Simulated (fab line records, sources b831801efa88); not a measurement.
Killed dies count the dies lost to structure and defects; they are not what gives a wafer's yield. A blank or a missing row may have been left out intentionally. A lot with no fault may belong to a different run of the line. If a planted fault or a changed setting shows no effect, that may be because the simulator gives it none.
A lot that was struck, set against a sound lot | flow sky130 | 16 out of 708 route steps
Sound: the wafers L312.2, L312.5, L312.6. Struck: wafers L311.2, L311.3, L311.4. The cause is given at the end.
At each step with rows: each side's tool, then ch and its chambers, then its first start. Under that, the readings that differ: sound wafers | struck wafers | difference of the means | sigmas: that difference in standard deviations of wafers without a fault.
alike: a reading whose means differ by less than 2 such deviations, as well as words and numbers matching on both sides. not compared: withheld readings; readings where some wafer has no value; bounds like >300 that might hide an equal value; numbers whose values overlap and for which the record gives no deviation.
A row with sigmas, a row that says differs or no value, or rows on one side alone: a step with any of these is where the two part. Numbers that don't overlap but have no deviation are shown without sigmas and don't part them. Lack of a reading on every wafer of one side parts them only where that side has two or more wafers.

SKY_VT_ADJUST_HVTP_OVL_MEAS_08:
  sound on overlay-01, day 9 08:54; struck on overlay-02, day 8 21:54
  reading                 | sound          | struck        | difference | sigmas
  VT_ADJUST_HVTP_OVL (nm) | -4.2 -3.7 -2.9 | -1.5 0.4 -0.6 | +3.0       | +2
following that, these wafers have no rows for 1 step: SKY_VT_ADJUST_HVTP_IMPLANT_09.
SKY_VT_ADJUST_HVTP_STRIP_10: strips in O2/N2.
  sound on plasma asher-01 ch 0,1, day 9 09:05; struck on plasma asher-01 ch 0,1, day 8 22:05
  alike: drypump motor current A, n2 flow sccm, oes product au, strip time to endpoint s
  not compared: rf hours counter h
SKY_VT_ADJUST_HVTP_TW_MEAS_11:
  sound on film metro-03, day 9 09:11; struck on film metro-03, day 8 22:11
  alike: VT_ADJUST_HVTP_TW
then, 7 steps without rows for these wafers: SKY_VT_ADJUST_LVTN_DEHYDRATE_00 (time 60 s); SKY_VT_ADJUST_LVTN_HMDS_01 (prime time 60 s); SKY_VT_ADJUST_LVTN_COAT_02 (resist thk 3000 nm); SKY_VT_ADJUST_LVTN_SOFTBAKE_03; SKY_VT_ADJUST_LVTN_EXPOSE_04 (exposes mask NWM COMPLEMENT LESS NATIVE, target cd 840 nm); SKY_VT_ADJUST_LVTN_PEB_05; SKY_VT_ADJUST_LVTN_DEVELOP_06 (develop time 60 s).
SKY_VT_ADJUST_LVTN_OVL_MEAS_07:
  sound on overlay-02, day 10 06:50; struck on overlay-01, day 9 18:30
  alike: VT_ADJUST_LVTN_OVL
SKY_VT_ADJUST_LVTN_IMPLANT_08:
  sound on implanter-04 ch 0, day 10 06:53; struck on implanter-03 ch 0, day 9 18:33
  reading            | sound                            | struck                         | difference | sigmas
  dose ions cm2      | 1.5705e+12 1.5667e+12 1.5708e+12 | 1.974e+12 1.974e+12 1.9722e+12 | +4.041e+11 | +99 or more
  faraday current uA | 8.95 8.82 9.12                   | 11.29 11.12 11.21              | +2.24      | +12
  alike: beam energy keV
SKY_VT_ADJUST_LVTN_STRIP_09: strips in O2/N2.
  sound on plasma asher-02 ch 0,1, day 10 07:01; struck on plasma asher-04 ch 0,1, day 9 18:41
  alike: drypump motor current A, n2 flow sccm, oes product au, strip time to endpoint s
  not compared: rf hours counter h
SKY_VT_ADJUST_LVTN_TW_MEAS_10:
  sound on film metro-04, day 10 07:07; struck on film metro-04, day 9 19:01
  reading           | sound             | struck            | difference | sigmas
  VT_ADJUST_LVTN_TW | 242.9 244.2 242.8 | 258.7 259.5 258.8 | +15.7      | +8
  not compared: hold
-- here the record skips 39 days between the struck wafers' starts before and after, leaving off in module VT_ADJUST_LVTN and picking up in module PAD_OPEN (first step shown: number 708 of the route) --
SKY_PAD_OPEN_PROBE_99:
  sound on prober-02, day 48 18:49; struck on prober-01, day 48 11:35
  reading                                   | sound                | struck               | difference | sigmas
  killed open                               | 39 32 50             | 55 58 43             | +12        | +2
  model.etest.nfet_01v8_lvt.vt sat v (V)    | 0.5276 0.532 0.5236  | 0.5489 0.5376 0.5438 | +0.0157    |
  model.etest.nfet_01v8_lvt.body rise v (V) | 0.1448 0.1419 0.1409 | 0.153 0.1514 0.1523  | +0.010     |
  alike: killed_at_M0_to_M3, killed_at_M4_up, killed at contacts, killed at front end, killed at other, killed dies, killed short

WHERE THEY PART
Earliest at SKY_VT_ADJUST_HVTP_OVL_MEAS_08; latest, in this record, at SKY_PAD_OPEN_PROBE_99.

WHY: the cause the simulator had injected
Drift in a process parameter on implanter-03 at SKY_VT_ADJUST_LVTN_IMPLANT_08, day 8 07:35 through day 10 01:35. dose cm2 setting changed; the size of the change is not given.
